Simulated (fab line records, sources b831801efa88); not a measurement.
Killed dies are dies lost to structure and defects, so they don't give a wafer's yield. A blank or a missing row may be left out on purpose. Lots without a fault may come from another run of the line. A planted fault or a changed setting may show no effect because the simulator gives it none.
A struck lot beside a sound one | flow gf180mcu | 16 steps out of a route of 602
Sound: wafers L998.1, L998.3, L998.5. Struck: wafers L115.3, L115.5. (L115.6 of the same lot was not struck and is left out.) The cause comes at the end.
At each step with rows: each side's tool, then ch and its chambers, then its first start. Under that, the readings that differ: sound wafers | struck wafers | difference of the means | sigmas: that difference in standard deviations of wafers without a fault.
alike: readings whose means differ by less than 2 such deviations, and words and numbers that are the same on both sides. not compared: withheld readings, readings that some wafer has no value for, bounds like >300 that may hide the same value, and numbers for which the record gives no deviation and whose values overlap.
The two part at a step that has a row with sigmas, a row that says differs or no value, or rows on one side only. Numbers that don't overlap but have no deviation are shown without sigmas and don't part them. A reading that every wafer of one side lacks parts them only if that side has two wafers or more.

first, 6 steps without rows for these wafers: GF_M3_HMDS_08 (prime time 60 s); GF_M3_COAT_09 (resist thk 1000 nm); GF_M3_SOFTBAKE_10 (time 60 s); GF_M3_EXPOSE_11 (exposes mask Metal3, target cd 280 nm); GF_M3_PEB_12 (peb time 90 s); GF_M3_DEVELOP_13 (develop time 60 s).
GF_M3_CD_MEAS_14: target cd 280 nm.
  sound on cd_sem-01, day 21 08:40; struck on cd_sem-02, day 27 11:02
  reading    | sound             | struck      | difference | sigmas
  cd_nm (nm) | 276.7 279.2 277.8 | 281.5 280.6 | +3.2       | +2
GF_M3_OVL_MEAS_15:
  sound on overlay-01, day 21 08:47; struck on overlay-01, day 27 11:07
  alike: M3_OVL
GF_M3_METAL_ETCH_16: etches the open film in Cl2/BCl3, stops on SiO2, target depth 627.5 nm, time 104.6 s.
  sound on rie_metal-03 ch 0,1, day 21 08:49; struck on rie_metal-02 ch 1, day 27 11:11
  alike: drypump_motor_current_A, oes_product_au, throttle_valve_pct
  not compared: rf_hours_counter_h
GF_M3_STRIP_17: strips in O2/N2.
  sound on plasma_asher-04 ch 0,1, day 21 08:56; struck on plasma_asher-01 ch 0, day 27 11:17
  alike: drypump_motor_current_A, heater_power_w, n2_flow_sccm, oes_product_au, strip_time_to_endpoint_s
  not compared: rf_hours_counter_h
then, 2 steps without rows for these wafers: GF_M3_STRIP_18 (strips in post etch residue remover, time 1200 s); GF_M3_CLEAN_19 (cleans in DIW).
GF_V3_CVD_00: deposits SiO2, target thk 600 nm, time 100 s.
  sound on hdpcvd-01 ch 1,2, day 21 09:28; struck on hdpcvd-02 ch 0, day 27 11:47
  reading                             | sound             | struck      | difference | sigmas
  sih4_flow_sccm (sccm)               | 59.81 60.02 59.76 | 30.19 29.95 | -29.79     | -99 or more
  model.SiO2_of_V3_CVD_00.thk_nm (nm) | 595.4 611.2 597.9 | 304.4 308.3 | -295.1     |
GF_V3_THK_MEAS_01:
  sound on film_metro-01, day 21 09:33; struck on film_metro-03, day 27 11:53
  reading            | sound       | struck  | difference | sigmas
  V3_CVD_00_THK (nm) | 596 611 598 | 305 308 | -295       | -46
GF_V3_CVD_02: deposits SiO2 from TEOS, target thk 850 nm, time 94.851 s.
  sound on pecvd-04 ch 0,1, day 21 09:37; struck on pecvd-02 ch 1,2, day 27 11:55
  alike: heater_power_w
GF_PASSIVATION_PROBE_99:
  the record has rows for the sound wafers here (prober-01, day 29 02:42) and none for the struck ones

WHERE THEY PART
First at GF_M3_CD_MEAS_14; last, within this record, at GF_PASSIVATION_PROBE_99.

WHY: what the simulator had put in
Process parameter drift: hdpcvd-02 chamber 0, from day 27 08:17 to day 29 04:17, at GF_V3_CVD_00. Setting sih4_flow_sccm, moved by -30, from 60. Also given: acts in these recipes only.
